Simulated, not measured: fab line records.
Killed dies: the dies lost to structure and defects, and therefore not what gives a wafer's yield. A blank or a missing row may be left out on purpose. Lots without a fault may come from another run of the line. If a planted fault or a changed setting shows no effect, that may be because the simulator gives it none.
Which tool was responsible?    flow sky130    7 lots (21 wafers sampled), 1 step of a 708-step route

## WHAT THE GAUGES SHOWED, per wafer
SKY_NWELL_OVL_MEAS_10.
lot   measured      on          NWELL_00_OVL (nm)
L888  day 4 22:10   overlay-01  -1.8 0.1 -0.4
L891  day 6 06:59   overlay-01  -1.2 -0.8 -0.8
L894  day 6 15:17   overlay-02  -2.5 -1.8 -2.7
L897  day 7 12:56   overlay-01  -1.2 -3.2 -2.9
L899  day 7 21:17   overlay-01  -4.3 -4.4 -3.5
L906  day 9 15:09   overlay-02  -0.6 -1.4 -1.2
L908  day 10 04:49  overlay-02  -0.3 -2.4 -1.6

## WHAT TOOL EACH LOT RAN ON (gives the tool, then ch and the chambers of the sampled wafers, and finally the start)
Record: no process step prior to these readings.

## THE ANSWER, worked out from the rows above alone
Rule: what is usual is taken from the lots themselves. Put in order of their means at a reading, lots are off if they are a third of the lots or fewer, leave a main group of 4 or more, and stand apart from it by a gap of 3 or more times the standard deviation of the main group's means; of several such gaps the widest counts. A main group whose means are all the same, to the digits that the tables above print for the reading, isn't used. A lot without any number at a reading at which 4 lots or more have one is off too. The other lots that the step has rows for count as sound.
No lot is off on any of the readings shown, so nothing can be concluded from this.

## WHAT THE SIMULATOR HAD PUT IN
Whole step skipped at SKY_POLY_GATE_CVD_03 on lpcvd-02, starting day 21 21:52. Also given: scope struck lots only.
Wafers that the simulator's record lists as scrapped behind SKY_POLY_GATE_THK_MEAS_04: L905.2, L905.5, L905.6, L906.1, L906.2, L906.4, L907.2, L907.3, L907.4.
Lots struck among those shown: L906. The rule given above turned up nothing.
